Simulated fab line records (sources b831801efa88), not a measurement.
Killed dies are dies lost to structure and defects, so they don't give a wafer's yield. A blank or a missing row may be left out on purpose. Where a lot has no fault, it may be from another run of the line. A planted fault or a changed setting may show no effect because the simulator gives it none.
Struck lot and sound lot, side by side | flow sky130 | 43 out of 708 route steps
Sound: the wafers L564.2, L564.5, L564.6. Struck: wafer L555.2 (L555.3, L555.5, from the same lot, were not struck and are left out); the cause is given at the end.
For every step that has rows: the tool of each side, followed by ch and its chambers, followed by its first start. Under that, the readings that differ: sound wafers | struck wafers | difference of the means | sigmas: that difference in standard deviations of wafers without a fault.
alike: readings whose means differ by less than 2 such deviations, and words and numbers that are the same on both sides. not compared: withheld readings, readings that some wafer has no value for, bounds like >300 that may hide the same value, and numbers for which the record gives no deviation and whose values overlap.
The two part at a step that has a row with sigmas, a row that says differs or no value, or rows on one side only. Numbers that have no deviation but don't overlap get no sigmas and don't part them. A reading missing from all wafers of one side parts the sides only when that side holds two or more wafers.

first, 1 step without rows for these wafers: SKY_LDD_HVN_IMPLANT_08.
SKY_LDD_HVN_STRIP_09: strips in O2/N2.
  sound on plasma asher-03 ch 0,1, day 27 00:53; struck on plasma asher-02 ch 0, day 23 20:17
  reading                      | sound             | struck | difference | sigmas
  strip time to endpoint s (s) | 4.151 4.127 4.121 | 4.165  | +0.032     | +2
  alike: drypump motor current A, oes product au
  not compared: rf hours counter h
SKY_LDD_HVN_TW_MEAS_10:
  sound on film metro-04, day 27 00:59; struck on film metro-01, day 23 20:24
  alike: LDD_HVN_TW
then, 7 steps without rows for these wafers: SKY_LDD_HVP_DEHYDRATE_00 (time 60 s); SKY_LDD_HVP_HMDS_01 (prime time 60 s); SKY_LDD_HVP_COAT_02 (resist thk 300 nm); SKY_LDD_HVP_SOFTBAKE_03 (time 60 s); SKY_LDD_HVP_EXPOSE_04 (exposes mask HVPTM, target cd 700 nm); SKY_LDD_HVP_PEB_05; SKY_LDD_HVP_DEVELOP_06 (develop time 60 s).
SKY_LDD_HVP_OVL_MEAS_07:
  sound on overlay-02, day 28 05:17; struck on overlay-02, day 25 01:20
  alike: LDD_HVP_OVL
then, 1 step without rows for these wafers: SKY_LDD_HVP_IMPLANT_08.
SKY_LDD_HVP_STRIP_09: strips in O2/N2.
  sound on plasma asher-01 ch 0,1, day 28 05:28; struck on plasma asher-02 ch 1, day 25 01:31
  reading                      | sound             | struck | difference | sigmas
  strip time to endpoint s (s) | 4.113 4.103 4.102 | 4.163  | +0.057     | +3
  alike: drypump motor current A, oes product au
  not compared: rf hours counter h
SKY_LDD_HVP_TW_MEAS_10:
  sound on film metro-02, day 28 05:34; struck on film metro-02, day 25 01:37
  alike: LDD_HVP_TW
then, 7 steps without rows for these wafers: SKY_LDD_LDN_DEHYDRATE_00 (time 60 s); SKY_LDD_LDN_HMDS_01 (prime time 60 s); SKY_LDD_LDN_COAT_02 (resist thk 1140 nm); SKY_LDD_LDN_SOFTBAKE_03 (time 60 s); SKY_LDD_LDN_EXPOSE_04 (exposes mask LDNTM, target cd 700 nm); SKY_LDD_LDN_PEB_05; SKY_LDD_LDN_DEVELOP_06 (develop time 60 s).
SKY_LDD_LDN_OVL_MEAS_07:
  sound on overlay-01, day 29 09:36; struck on overlay-02, day 26 06:03
  alike: LDD_LDN_OVL
then, 4 steps without rows for these wafers: SKY_LDD_LDN_IMPLANT_08; SKY_LDD_LDN_IMPLANT_09; SKY_LDD_LDN_IMPLANT_10; SKY_LDD_LDN_IMPLANT_11.
SKY_LDD_LDN_STRIP_12: strips in O2/N2.
  sound on plasma asher-01 ch 0,1, day 29 10:14; struck on plasma asher-03 ch 1, day 26 06:41
  alike: drypump motor current A, oes product au, strip time to endpoint s
  not compared: rf hours counter h
SKY_LDD_LDN_TW_MEAS_13:
  sound on film metro-03, day 29 10:20; struck on film metro-04, day 26 06:47
  alike: LDD_LDN_TW
then, 2 steps without rows for these wafers: SKY_LDD_LDN_CLEAN_14 (cleans in SC1/SC2, time 150 s); SKY_SPACER_CVD_00 (deposits Si3N4 from DCS/NH3, target thk 43.1 nm, time 740 s).
SKY_SPACER_THK_MEAS_01:
  sound on film metro-04, day 29 13:22; struck on film metro-03, day 26 09:18
  reading                | sound          | struck | difference | sigmas
  SPACER_CVD_00_THK (nm) | 43.3 43.5 43.4 | 42.5   | -0.9       | -2
SKY_SPACER_ETCHBACK_02: etches Si3N4 in CH3F/O2, stops on SiO2, time 46.7 s, target depth 45 nm.
  sound on rie diel-04 ch 2,3, day 29 13:25; struck on rie diel-03 ch 2, day 26 09:21
  alike: drypump motor current A, oes product au, throttle valve pct
  not compared: rf hours counter h
then, 8 steps without rows for these wafers: SKY_POLY_CUT_DEHYDRATE_00 (time 60 s); SKY_POLY_CUT_HMDS_01 (prime time 60 s); SKY_POLY_CUT_COAT_02 (resist thk 60 nm); SKY_POLY_CUT_COAT_03 (resist thk 450 nm); SKY_POLY_CUT_SOFTBAKE_04 (time 90 s); SKY_POLY_CUT_EXPOSE_05 (exposes mask NPCM, target cd 270 nm); SKY_POLY_CUT_PEB_06; SKY_POLY_CUT_DEVELOP_07 (develop time 60 s).
SKY_POLY_CUT_CD_MEAS_08: the cd target is 270 nm.
  sound on cd sem-01, day 30 18:02; struck on cd sem-02, day 27 14:44
  alike: cd nm
SKY_POLY_CUT_OVL_MEAS_09:
  sound on overlay-01, day 30 18:08; struck on overlay-02, day 27 14:50
  alike: POLY_CUT_OVL
-- the record jumps here: 20 days lie between the struck wafers' starts before and after (it left off in module POLY_CUT and takes up again in module PAD_OPEN, whose first step shown is number 708 of the route) --
SKY_PAD_OPEN_PROBE_99:
  rows exist in the record for the struck wafers here (prober-02, day 48 02:01), but not for the sound ones

## WHERE THEY PART
Earliest at SKY_LDD_HVN_STRIP_09; latest, in this record, at SKY_PAD_OPEN_PROBE_99.

WHY: what had been put in by the simulator
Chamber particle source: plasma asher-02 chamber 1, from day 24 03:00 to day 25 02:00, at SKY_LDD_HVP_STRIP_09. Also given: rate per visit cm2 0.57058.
